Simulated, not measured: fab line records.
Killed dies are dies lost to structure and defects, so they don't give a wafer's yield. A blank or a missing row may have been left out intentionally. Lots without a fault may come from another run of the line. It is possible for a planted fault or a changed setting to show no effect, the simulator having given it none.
Check for tools in common :: flow gf180mcu :: 13 lots, 39 wafers sampled

## WHY IT WAS OPENED
Of 13 lots, 3 have the reading NWELL_TW flagged at GF_NWELL_TW_MEAS_11. Wafers without a fault read 1563, standard deviation 10.
Rule: a lot gets a flag if all its wafers with a number sit over 4 standard deviations from that mean, or if no wafer of it has a number. The rest of the lots are taken to be sound.

lot: L642
measured: day 3 07:54
on: film metro-02
NWELL_TW, wafer by wafer: 1564 1567 1555
flag: 

lot: L645
measured: day 4 00:09
on: film metro-02
NWELL_TW, wafer by wafer: 1552 1550 1549
flag: 

lot: L647
measured: day 4 10:47
on: film metro-02
NWELL_TW, wafer by wafer: 1557 1564 1559
flag: 

lot: L648
measured: day 4 18:25
on: film metro-04
NWELL_TW, wafer by wafer: 1569 1574 1570
flag: 

lot: L651
measured: day 5 08:01
on: film metro-04
NWELL_TW, wafer by wafer: 1740 1734 1730
flag: FLAGGED

lot: L652
measured: day 5 16:04
on: film metro-02
NWELL_TW, wafer by wafer: 1728 1719 1732
flag: FLAGGED

lot: L653
measured: day 5 20:20
on: film metro-04
NWELL_TW, wafer by wafer: 1727 1737 1740
flag: FLAGGED

lot: L656
measured: day 6 12:13
on: film metro-01
NWELL_TW, wafer by wafer: 1551 1547 1549
flag: 

lot: L658
measured: day 7 00:08
on: film metro-04
NWELL_TW, wafer by wafer: 1584 1581 1586
flag: 

lot: L659
measured: day 7 05:53
on: film metro-01
NWELL_TW, wafer by wafer: 1564 1567 1556
flag: 

lot: L660
measured: day 7 11:01
on: film metro-02
NWELL_TW, wafer by wafer: 1558 1566 1562
flag: 

lot: L663
measured: day 8 03:28
on: film metro-02
NWELL_TW, wafer by wafer: 1568 1573 1567
flag: 

lot: L664
measured: day 8 09:07
on: film metro-02
NWELL_TW, wafer by wafer: 1568 1563 1572
flag: 
On average the flagged lots' numbers are 1732, which is +169 against the usual, or +17 standard deviations.

## TOOL THAT RAN EACH LOT
The record keeps 1 process step preceding the reading, out of 602 steps on the route. In each cell: the tool, then ch and the chambers that the sampled wafers went through, then the start.
lot: L642
flag: 
GF_NWELL_IMPLANT_08: implanter-02 ch 0, day 3 07:32

lot: L645
flag: 
GF_NWELL_IMPLANT_08: implanter-01 ch 0, day 3 23:46

lot: L647
flag: 
GF_NWELL_IMPLANT_08: implanter-01 ch 0, day 4 10:23

lot: L648
flag: 
GF_NWELL_IMPLANT_08: implanter-01 ch 0, day 4 18:01

lot: L651
flag: FLAGGED
GF_NWELL_IMPLANT_08: implanter-01 ch 0, day 5 07:37

lot: L652
flag: FLAGGED
GF_NWELL_IMPLANT_08: implanter-01 ch 0, day 5 15:40

lot: L653
flag: FLAGGED
GF_NWELL_IMPLANT_08: implanter-01 ch 0, day 5 19:56

lot: L656
flag: 
GF_NWELL_IMPLANT_08: implanter-04 ch 0, day 6 11:50

lot: L658
flag: 
GF_NWELL_IMPLANT_08: implanter-02 ch 0, day 6 23:46

lot: L659
flag: 
GF_NWELL_IMPLANT_08: implanter-02 ch 0, day 7 05:29

lot: L660
flag: 
GF_NWELL_IMPLANT_08: implanter-02 ch 0, day 7 10:38

lot: L663
flag: 
GF_NWELL_IMPLANT_08: implanter-01 ch 0, day 8 03:05

lot: L664
flag: 
GF_NWELL_IMPLANT_08: implanter-04 ch 0, day 8 08:43
What is done by these steps:
- GF_NWELL_IMPLANT_08
- GF_NWELL_TW_MEAS_11

## FLAGGED AGAINST TOTAL, ONE TOOL AT A TIME (gauges that did the reading follow at the end)
step: GF_NWELL_IMPLANT_08
tool: implanter-01
lots run: 7
flagged: 3
share of the flagged lots: all
sound lots run after its first flagged lot: 1 (L663)

step: GF_NWELL_IMPLANT_08
tool: implanter-02
lots run: 4
flagged: 0
share of the flagged lots: none
sound lots run after its first flagged lot: -

step: GF_NWELL_IMPLANT_08
tool: implanter-04
lots run: 2
flagged: 0
share of the flagged lots: none
sound lots run after its first flagged lot: -

step: GF_NWELL_TW_MEAS_11
tool: film metro-01
lots run: 2
flagged: 0
share of the flagged lots: none
sound lots run after its first flagged lot: -

step: GF_NWELL_TW_MEAS_11
tool: film metro-02
lots run: 7
flagged: 1
share of the flagged lots: some
sound lots run after its first flagged lot: 3 (L660,L663,L664)

step: GF_NWELL_TW_MEAS_11
tool: film metro-04
lots run: 4
flagged: 2
share of the flagged lots: some
sound lots run after its first flagged lot: 1 (L658)

## WHAT THE TABLE ALLOWS
In the table, 1 row covers all flagged lots: implanter-01 at GF_NWELL_IMPLANT_08.
- implanter-01 at GF_NWELL_IMPLANT_08: 3 of its 7 lots flagged. Lots that were sound ran on it after the first flagged one (L663); a persistent fault on the entire tool would not allow that. Its own readings (tilt deg) fall more than 4 standard deviations out on all wafers of the flagged lots.
There is no row in the table that ran each flagged lot and no sound lot after the first.

## WHAT THE SIMULATOR HAD PUT IN
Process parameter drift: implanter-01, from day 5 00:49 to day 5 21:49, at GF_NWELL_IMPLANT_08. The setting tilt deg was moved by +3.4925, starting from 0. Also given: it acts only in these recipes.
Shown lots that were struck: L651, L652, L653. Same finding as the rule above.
